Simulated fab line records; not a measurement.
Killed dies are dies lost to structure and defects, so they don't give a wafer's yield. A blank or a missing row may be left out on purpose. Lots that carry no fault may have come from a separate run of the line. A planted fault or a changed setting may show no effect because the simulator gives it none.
Which of the tools did it? ; flow sfq-line ; route of 325 steps, sampled at 1 step: 15 lots, 45 wafers

WHAT EACH GAUGE READ, for each wafer
SFQ_M5_OVL_MEAS_932. Usual: M5_OVL 0 nm, standard deviation 4.6.
lot;measured;on;M5_OVL (nm);flag
L806;day 43 17:52;overlay-02;-5 -9 -8;
L807;day 43 19:04;overlay-02;0 1 4;
L811;day 45 14:24;overlay-02;1 9 0;
L812;day 45 15:35;overlay-02;0 -15 -5;
L813;day 45 16:47;overlay-02;1 4 2;
L814;day 47 12:32;overlay-02;-2 -2 -5;
L816;day 48 10:08;overlay-01;6 5 1;
L820;day 60 07:05;overlay-01;0 10 0;
L821;day 60 08:18;overlay-02;-13 0 -8;
L822;day 60 09:30;overlay-01;3 1 -1;
L823;day 60 10:41;overlay-02;2 2 -2;
L824;day 60 11:53;overlay-02;-1 -2 1;
L826;day 60 20:43;overlay-01;4 7 1;
L828;day 60 23:06;overlay-01;-8 1 -3;
L829;day 61 00:19;overlay-01;4 3 0;

WHICH TOOL RAN EACH LOT (tool, then ch and the chambers of the sampled wafers, then the start)
The record holds no process step before these readings.

AS READ BY THE TOOLS THEMSELVES (means over the sampled wafers that have a number; for cases with no such wafer, the mark the record gives instead)
The record holds no such reading with a usual standard deviation.

THE ANSWER, worked out from the rows above alone
Rule: lot off if the mean of its wafers having a number is beyond 3 standard deviations from the usual mean. A lot without any number at a reading at which 4 lots or more have one is off too. Where the step has rows for the other lots, those lots are counted as sound. Order of review: gauges by route order, followed by the tools' own readings, for which a lot's mean as printed above is used. The first step at which some lot is off is used, and at that step the reading that is off furthest; a lot without a number counts as furthest.
Nothing can be told from this: no lot is off at any reading shown.

WHAT THE SIMULATOR HAD PUT IN
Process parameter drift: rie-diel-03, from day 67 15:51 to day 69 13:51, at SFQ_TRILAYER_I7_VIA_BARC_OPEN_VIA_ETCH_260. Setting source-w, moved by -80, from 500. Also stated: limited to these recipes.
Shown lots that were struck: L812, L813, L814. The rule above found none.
